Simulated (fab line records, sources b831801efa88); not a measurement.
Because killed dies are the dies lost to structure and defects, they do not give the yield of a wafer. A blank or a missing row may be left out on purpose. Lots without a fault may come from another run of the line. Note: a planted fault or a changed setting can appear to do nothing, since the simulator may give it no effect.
Split-lot study + flow sfq line + 23 wafers read from 5 lots, route of 325 steps

## ABOUT THE SPLIT
At SFQ_TRILAYER_I1_CMP_CMP_046 (polishes SiO2), the setting leave above ref nm was moved away from the recipe's 200 nm on 7 of the 23 wafers read, by -2.9% to +6.2%. The other wafers ran this setting at the recipe's value.

## FROM THE SPLIT TO THE READING: what the file shows between them, 2 steps
- SFQ_TRILAYER_I1_METRO_MEASURE_047
- SFQ_TRILAYER_I1_VIA_BARC_OPEN_VIA_ETCH_071: etches BARC in O2, target depth 125 nm, time 41.7 s (also split here: time s)

## THE READING
oes product au, in a.u., at SFQ_TRILAYER_I1_VIA_ETCH_VIA_ETCH_052 (etches SiO2 in CHF3, stops on Nb, target depth 260 nm). Typical for fault-free wafers on this fab line: 0.854 a.u., with standard deviation 0.0048 a.u.

| wafer  | tool, chamber at the split | leave above ref nm as run, nm | against the recipe | oes product au, a.u. | against lot-mates on the recipe |
|--------|----------------------------|-------------------------------|--------------------|----------------------|---------------------------------|
| L077.1 | cmp-02, 3                  | 200                           | recipe             | 0.857                | -                               |
| L077.2 | cmp-02, 0                  | 200                           | recipe             | 0.863                | -                               |
| L077.3 | cmp-02, 1                  | 200                           | recipe             | 0.849                | -                               |
| L077.4 | cmp-02, 2                  | 212.4                         | +6.2%              | 0.892                | +0.036                          |
| L077.5 | cmp-02, 0                  | 212.4                         | +6.2%              | 0.885                | +0.029                          |
| L079.1 | cmp-01, 1,0                | 195.8                         | -2.1%              | 0.845                | -0.005                          |
| L079.2 | cmp-01, 2                  | 195.8                         | -2.1%              | 0.839                | -0.011                          |
| L079.3 | cmp-01, 1,0                | 195.8                         | -2.1%              | 0.842                | -0.008                          |
| L079.5 | cmp-01, 1                  | 200                           | recipe             | 0.846                | -                               |
| L079.6 | cmp-01, 2                  | 200                           | recipe             | 0.854                | -                               |
| L080.1 | cmp-01, 2                  | 194.2                         | -2.9%              | 0.839                | -0.012                          |
| L080.2 | cmp-01, 1                  | 200                           | recipe             | 0.846                | -                               |
| L080.3 | cmp-01, 0                  | 200                           | recipe             | 0.854                | -                               |
| L080.4 | cmp-01, 3                  | 200                           | recipe             | 0.854                | -                               |
| L080.6 | cmp-01, 1                  | 194.2                         | -2.9%              | 0.844                | -0.007                          |
| L081.2 | cmp-01, 1                  | 200                           | recipe             | 0.854                | -                               |
| L081.3 | cmp-01, 2                  | 200                           | recipe             | 0.857                | -                               |
| L081.4 | cmp-01, 3                  | 200                           | recipe             | 0.867                | -                               |
| L081.5 | cmp-01, 2                  | 200                           | recipe             | 0.863                | -                               |
| L081.6 | cmp-01, 1                  | 200                           | recipe             | 0.848                | -                               |
| L083.2 | cmp-01, 2                  | 200                           | recipe             | 0.856                | -                               |
| L083.4 | cmp-01, 1                  | 200                           | recipe             | 0.859                | -                               |
| L083.5 | cmp-01, 3                  | 200                           | recipe             | 0.864                | -                               |
When a row names more than one chamber, that row covers several wafers, and the file does not tell which wafer ran in which chamber.

FIT RESULTS
A straight line over all 23 wafers: oes product au changes by +0.00538 a.u. for each +1% of leave above ref nm; r = +0.90; the points scatter about the line by 0.0058 a.u.
The same after taking each lot's own level away (the mean of its wafers on the recipe; 23 wafers): +0.00473 a.u. for each +1%; r = +0.91; scatter 0.005 a.u.
Per that fit: largest leave above ref nm move, reading shift of 0.029 a.u.
The span of the lots' own levels, 0.8500 to 0.8597 a.u., comes to 2.0 times the standard deviation stated above.
So the lot-to-lot level changes the slope: the two fits differ.
Check: +0.0265 a.u. against its lot-mates is what the line predicts for one of the wafers moved furthest among these (+6.2%) when that wafer is left out of the fit. Against them it came out at +0.0357 a.u.

## THE OTHER SPLITS THESE WAFERS WENT THROUGH
Other splits were also applied to these wafers ahead of the reading. Each is held against what the fit with the lots' levels taken away leaves over:
| other split on the same wafers                    | wafers away from the commonest value | r with oes product au (lot level and that fit taken away) |
|---------------------------------------------------|--------------------------------------|-----------------------------------------------------------|
| SFQ_TRILAYER_M1_LITHO_COAT_039 resist thk nm      | 9                                    | -0.37                                                     |
| SFQ_TRILAYER_M1_ETCH_METAL_ETCH_042 icp w         | 7                                    | +0.12                                                     |
| SFQ_TRILAYER_I1_VIA_BARC_OPEN_VIA_ETCH_071 time s | 10                                   | -0.20                                                     |

## THE WHOLE CHAIN: every reading that the file lists as answering this split, in the file's order
| step                                  | what it does                                          | reading                                                                                   | change (the file's fit)                   | r (the file's) |
|---------------------------------------|-------------------------------------------------------|-------------------------------------------------------------------------------------------|-------------------------------------------|----------------|
| SFQ_TRILAYER_I1_CMP_CMP_046           | polishes SiO2                                         | SiO2_of_TRILAYER_I1_DEP_PECVD_045.thk nm (the simulator's own value, which no gauge read) | +2.14 nm for each +1% of the setting      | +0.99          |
| SFQ_TRILAYER_I1_METRO_MEASURE_047     |                                                       | thk nm                                                                                    | +2.15 nm for each +1% of the setting      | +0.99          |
| SFQ_TRILAYER_I1_VIA_ETCH_VIA_ETCH_052 | etches SiO2 in CHF3, stops on Nb, target depth 260 nm | oes product au                                                                            | +0.00476 a.u. for each +1% of the setting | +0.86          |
| SFQ_TRILAYER_I1_VIA_ETCH_VIA_ETCH_052 | etches SiO2 in CHF3, stops on Nb, target depth 260 nm | I1.feature depth nm (the simulator's own value, which no gauge read)                      | +2.13 nm for each +1% of the setting      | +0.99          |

## FILE'S OWN FIT
oes product au changes by +0.00476 a.u. for each +1% of leave above ref nm, r = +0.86.
